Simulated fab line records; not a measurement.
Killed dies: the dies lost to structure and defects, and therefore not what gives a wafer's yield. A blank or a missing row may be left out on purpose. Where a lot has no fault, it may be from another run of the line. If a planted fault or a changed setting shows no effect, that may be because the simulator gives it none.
The tool behind it: which one? ; flow gf180mcu ; Sampling: 12 lots, 36 wafers, 3 of 602 route steps

WHAT EACH GAUGE READ, for each wafer
GF_V5_RS_MEAS_24: measurement is done with a four-point probe.
lot;measured;on;V5_W_RS (ohm/sq)
L104;day 27 03:03;filmMetro-01;0.330 0.321 0.325
L105;day 27 15:00;filmMetro-02;0.328 0.331 0.328
L106;day 27 20:02;filmMetro-02;0.327 0.319 0.326
L107;day 28 04:58;filmMetro-02;0.327 0.332 0.330
L108;day 28 21:26;filmMetro-02;0.330 0.335 0.328
L109;day 29 04:15;filmMetro-02;0.327 0.321 0.332
L111;day 29 20:02;filmMetro-02;0.331 0.330 0.332
L112;day 29 22:19;filmMetro-02;0.330 0.329 0.323
L113;day 30 05:00;filmMetro-02;0.319 0.322 0.326
L118;day 31 17:39;filmMetro-04;0.329 0.330 0.329
L123;day 32 21:10;filmMetro-02;0.325 0.333 0.332
L124;day 32 23:51;filmMetro-04;0.332 0.327 0.324

TOOL THAT RAN EACH LOT (tool first, then ch and the chambers of the sampled wafers, then the start)
lot;GF_V4_CMP_26;GF_M5_METAL_ETCH_10
L104;cmp-01 ch 0,2,3, day 24 07:39;rieMetal-04 ch 0,1, day 26 03:40
L105;cmp-02 ch 0,1, day 24 21:04;rieMetal-03 ch 0,1, day 26 16:20
L106;cmp-01 ch 0,1,3, day 25 03:29;rieMetal-03 ch 0,1, day 26 21:35
L107;cmp-02 ch 1,3, day 25 12:17;rieMetal-02 ch 0,1, day 27 06:06
L108;cmp-02 ch 1,2,3, day 26 06:26;rieMetal-03 ch 0,1, day 27 23:41
L109;cmp-01 ch 0,1, day 26 12:01;rieMetal-03 ch 0,1, day 28 06:20
L111;cmp-02 ch 0,2,3, day 27 06:22;rieMetal-04 ch 1, day 28 22:47
L112;cmp-02 ch 1,2,3, day 27 08:52;rieMetal-02 ch 0,1, day 29 01:11
L113;cmp-02 ch 1,2,3, day 27 15:50;rieMetal-02 ch 0,1, day 29 07:41
L118;cmp-02 ch 0,1,2, day 29 06:11;rieMetal-04 ch 0,1, day 30 20:40
L123;cmp-01 ch 1,2,3, day 30 11:40;rieMetal-02 ch 0,1, day 32 00:08
L124;cmp-01 ch 0,2,3, day 30 16:20;rieMetal-02 ch 0,1, day 32 04:43
- GF_V4_CMP_26: polishes, stops on SiO2, t overpolish 15 s, target thk 0 nm.
- GF_M5_METAL_ETCH_10: etches the open film in Cl2/BCl3, stops on SiO2, target depth 627.5 nm, time 104.6 s.

AS READ BY THE TOOLS THEMSELVES (means over the sampled wafers that have a number; for cases with no such wafer, the mark the record gives instead)
GF_V4_CMP_26.
lot;tool;motorCurrentA (A);overpolishRunS (s);platenRpm (rpm);timeToEndpointS (s)
L104;cmp-01;11.2;14.991;60.01;88
L105;cmp-02;10.3;14.997;59.99;83
L106;cmp-01;12.0;15.015;59.99;88
L107;cmp-02;10.4;15.005;59.97;83
L108;cmp-02;12.1;14.997;60.00;83
L109;cmp-01;12.8;15.002;59.99;86
L111;cmp-02;12.3;15.002;59.99;85
L112;cmp-02;11.7;14.996;60.01;84
L113;cmp-02;11.8;15.003;59.99;83
L118;cmp-02;11.6;15.001;59.98;86
L123;cmp-01;11.1;14.997;59.99;84
L124;cmp-01;11.1;14.991;60.02;84

GF_M5_METAL_ETCH_10.
lot;tool;drypumpMotorCurrentA (A);oesProductAu (a.u.);throttleValvePct (%)
L104;rieMetal-04;5.2;0.973;28.252
L105;rieMetal-03;5.5;0.969;28.247
L106;rieMetal-03;5.5;0.970;28.249
L107;rieMetal-02;5.7;0.972;28.251
L108;rieMetal-03;5.4;0.968;28.256
L109;rieMetal-03;5.4;0.967;28.257
L111;rieMetal-04;4.9;0.972;28.247
L112;rieMetal-02;5.7;0.965;28.258
L113;rieMetal-02;5.7;0.977;28.239
L118;rieMetal-04;5.5;0.979;28.242
L123;rieMetal-02;5.9;0.971;28.241
L124;rieMetal-02;5.9;0.963;28.256

THE ANSWER, worked out from the rows above alone
Rule: the lots themselves supply what counts as usual. The widest of any qualifying gaps counts: lots, ordered by their means at a reading, are off when they make up no more than a third of the lots, leave a main group of 4 or more, and stand apart from it by 3 or more times the standard deviation of that group's means. The tables above print the reading to a certain number of digits; a main group whose means all agree to those digits is not used. Also off: a lot with no number at a reading for which 4 or more lots have one. The other lots that the step has rows for count as sound. First the gauges in route order, then the tools' own readings, where a lot's mean is used as printed above. At the first step where some lot is off, the reading lying furthest off is the one used; lots without a number count as furthest.
Nothing can be told from this: no lot is off at any reading shown.

WHAT HAD BEEN PUT IN BY THE SIMULATOR
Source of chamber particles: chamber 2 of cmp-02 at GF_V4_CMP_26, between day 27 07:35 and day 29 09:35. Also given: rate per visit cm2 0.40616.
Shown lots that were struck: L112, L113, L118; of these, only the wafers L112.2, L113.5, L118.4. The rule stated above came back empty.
